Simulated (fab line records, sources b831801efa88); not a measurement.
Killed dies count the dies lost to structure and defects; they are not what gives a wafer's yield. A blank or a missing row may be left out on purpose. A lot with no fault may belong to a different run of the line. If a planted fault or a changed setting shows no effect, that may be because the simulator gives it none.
Which tool did it? | flow sky130 | Sampling: 12 lots, 35 wafers, 5 of 708 route steps

WHAT THE GAUGES SHOWED, per wafer
SKY_VT_ADJUST_NCORE_OVL_MEAS_08. Usual: VT_ADJUST_NCORE_OVL gives 0.3 nm (standard deviation 1.4).
lot  | measured     | on         | VT_ADJUST_NCORE_OVL (nm) | flag
L857 | day 8 14:32  | overlay-01 | 0.6 2.3 2.6              |
L858 | day 8 21:42  | overlay-02 | 2.2 1.2 2.0              |
L859 | day 9 07:10  | overlay-02 | -1.3 1.7 0.0             |
L861 | day 9 18:46  | overlay-01 | -1.9 -0.4 -0.8           |
L863 | day 10 05:31 | overlay-02 | 1.3 1.3                  |
L872 | day 13 16:17 | overlay-01 | 2.0 1.8 0.6              |
L874 | day 13 21:53 | overlay-02 | -1.2 -0.1 0.0            |
L875 | day 13 22:11 | overlay-01 | 0.1 -1.8 -1.4            |
L876 | day 14 04:43 | overlay-01 | 0.1 0.4 0.2              |
L877 | day 14 10:14 | overlay-01 | 1.0 1.7 1.9              |
L879 | day 15 02:01 | overlay-01 | 1.0 -0.2 -0.3            |
L880 | day 15 12:31 | overlay-02 | -3.0 -0.8 -2.1           |

SKY_LDD_N_OVL_MEAS_07. Usual: LDD_N_OVL gives -0.6 nm (standard deviation 1.5).
lot  | measured     | on         | LDD_N_OVL (nm) | flag
L857 | day 17 15:15 | overlay-02 | 1.9 1.3 0.8    |
L858 | day 17 22:33 | overlay-01 | 0.7 1.3 1.9    |
L859 | day 18 18:12 | overlay-02 | -0.2 0.1 -0.7  |
L861 | day 19 09:03 | overlay-01 | 2.2 0.8 1.2    |
L863 | day 19 23:31 | overlay-01 | -0.5 1.4       |
L872 | day 24 00:18 | overlay-01 | -0.9 1.0 -0.8  |
L874 | day 24 08:05 | overlay-01 | 0.6 1.6 0.8    |
L875 | day 24 14:01 | overlay-02 | -1.3 0.2 -1.0  |
L876 | day 24 16:43 | overlay-02 | -0.5 -2.0 -1.5 |
L877 | day 24 21:01 | overlay-01 | -0.7 -1.9 -1.9 |
L879 | day 25 16:58 | overlay-02 | -0.2 -2.5 -3.0 |
L880 | day 26 01:07 | overlay-01 | -2.3 -2.9 -2.4 |

SKY_VIA4_THK_MEAS_01. Usual: VIA4_HDPCVD_THK gives 1743 nm (standard deviation 20).
lot  | measured     | on            | VIA4_HDPCVD_THK (nm) | flag
L857 | day 41 21:38 | film-metro-02 | 1742 1733 1743       |
L858 | day 42 01:26 | film-metro-01 | 1771 1771 1766       |
L859 | day 42 16:00 | film-metro-01 | 1752 1750 1744       |
L861 | day 43 00:31 | film-metro-01 | 1746 2332 2347       | OFF
L863 | day 43 09:44 | film-metro-01 | 2266 2287            | OFF
L872 | day 46 07:04 | film-metro-01 | 1728 1724 1733       |
L874 | day 46 17:32 | film-metro-04 | 1737 1752 1726       |
L875 | day 46 21:54 | film-metro-02 | 1733 1748 1728       |
L876 | day 46 23:16 | film-metro-04 | 1786 1776 1784       |
L877 | day 47 04:19 | film-metro-01 | 1755 1780 1769       |
L879 | day 47 17:55 | film-metro-02 | 1723 1726 1743       |
L880 | day 47 19:47 | film-metro-01 | 1751 1742 1733       |

TOOL THAT RAN EACH LOT (tool first, then ch and the chambers of the sampled wafers, then the start)
lot  | SKY_VT_ADJUST_PCH_STRIP_09           | SKY_VIA4_HDPCVD_00
L857 | plasma-asher-02 ch 0,1, day 10 09:53 | hdpcvd-02 ch 0,1,2, day 41 21:28
L858 | plasma-asher-02 ch 0,1, day 10 18:22 | hdpcvd-01 ch 0,2, day 42 01:14
L859 | plasma-asher-03 ch 0,1, day 11 06:21 | hdpcvd-02 ch 0,1,2, day 42 15:49
L861 | plasma-asher-02 ch 0,1, day 11 18:35 | hdpcvd-02 ch 0,1, day 43 00:20
L863 | plasma-asher-01 ch 0,1, day 12 05:56 | hdpcvd-02 ch 0,1, day 43 09:32
L872 | plasma-asher-02 ch 0,1, day 15 22:54 | hdpcvd-02 ch 0,1,2, day 46 06:53
L874 | plasma-asher-01 ch 0,1, day 16 03:51 | hdpcvd-02 ch 0,1, day 46 17:22
L875 | plasma-asher-01 ch 0, day 16 05:23   | hdpcvd-02 ch 0,2, day 46 21:43
L876 | plasma-asher-01 ch 0,1, day 16 11:00 | hdpcvd-01 ch 0,2, day 46 23:05
L877 | plasma-asher-02 ch 0,1, day 16 16:54 | hdpcvd-01 ch 0,1,2, day 47 04:09
L879 | plasma-asher-02 ch 0,1, day 17 10:20 | hdpcvd-02 ch 0,2, day 47 17:44
L880 | plasma-asher-03 ch 0,1, day 17 21:35 | hdpcvd-02 ch 1,2, day 47 19:35
- SKY_VT_ADJUST_PCH_STRIP_09: strips in O2/N2.
- SKY_VIA4_HDPCVD_00: deposits SiO2, target thk 1750 nm, time 291.7 s.

AS READ BY THE TOOLS THEMSELVES (means over the sampled wafers that have a number; for cases with no such wafer, the mark the record gives instead)
SKY_VT_ADJUST_PCH_STRIP_09. Usual: drypump-motor-current-A 5.8 A, standard deviation 0.45; o2-flow-sccm 2999 sccm, standard deviation 9.4; oes-product-au 0.723 a.u., standard deviation 0.0045; strip-time-to-endpoint-s 36.93 s, standard deviation 0.097.
lot  | tool            | drypump-motor-current-A (A) | o2-flow-sccm (sccm) | oes-product-au (a.u.) | strip-time-to-endpoint-s (s) | flag
L857 | plasma-asher-02 | 5.8                         | 2999                | 0.720                 | 36.97                        |
L858 | plasma-asher-02 | 5.8                         | 2990                | 0.717                 | 37.01                        |
L859 | plasma-asher-03 | 5.9                         | 3005                | 0.726                 | 36.80                        |
L861 | plasma-asher-02 | 5.9                         | 2999                | 0.726                 | 36.89                        |
L863 | plasma-asher-01 | 5.5                         | 2988                | 0.724                 | 36.94                        |
L872 | plasma-asher-02 | 5.8                         | 2998                | 0.724                 | 36.96                        |
L874 | plasma-asher-01 | 5.6                         | 2997                | 0.720                 | 37.02                        |
L875 | plasma-asher-01 | 5.3                         | 3003                | 0.723                 | 36.89                        |
L876 | plasma-asher-01 | 5.6                         | 2997                | 0.727                 | 36.94                        |
L877 | plasma-asher-02 | 5.9                         | 2986                | 0.724                 | 37.11                        |
L879 | plasma-asher-02 | 5.8                         | 2990                | 0.721                 | 36.84                        |
L880 | plasma-asher-03 | 5.9                         | 2991                | 0.721                 | 36.80                        |

THE ANSWER, worked out from the rows above alone
Rule: a lot counts as off when the mean over its wafers that have a number is more than 3 standard deviations away from the usual mean. Also off: a lot with no number at a reading for which 4 or more lots have one. Where the step has rows for the other lots, those lots are counted as sound. After the gauges, taken in route order, come the tools' own readings; for these a lot's mean is taken, as printed above. At the first step where some lot is off, the reading lying furthest off is the one used; lots without a number count as furthest.
Off: L861, L863, seen at SKY_VIA4_THK_MEAS_01 (VIA4_HDPCVD_THK).
A tool fits if, at a process step before that reading, it ran every lot that is off, and no sound lot after the first of them. Those tools and the gauges at SKY_VIA4_THK_MEAS_01 are tried in the same way. Of those tried, none fits.

WHAT THE SIMULATOR HAD PUT IN
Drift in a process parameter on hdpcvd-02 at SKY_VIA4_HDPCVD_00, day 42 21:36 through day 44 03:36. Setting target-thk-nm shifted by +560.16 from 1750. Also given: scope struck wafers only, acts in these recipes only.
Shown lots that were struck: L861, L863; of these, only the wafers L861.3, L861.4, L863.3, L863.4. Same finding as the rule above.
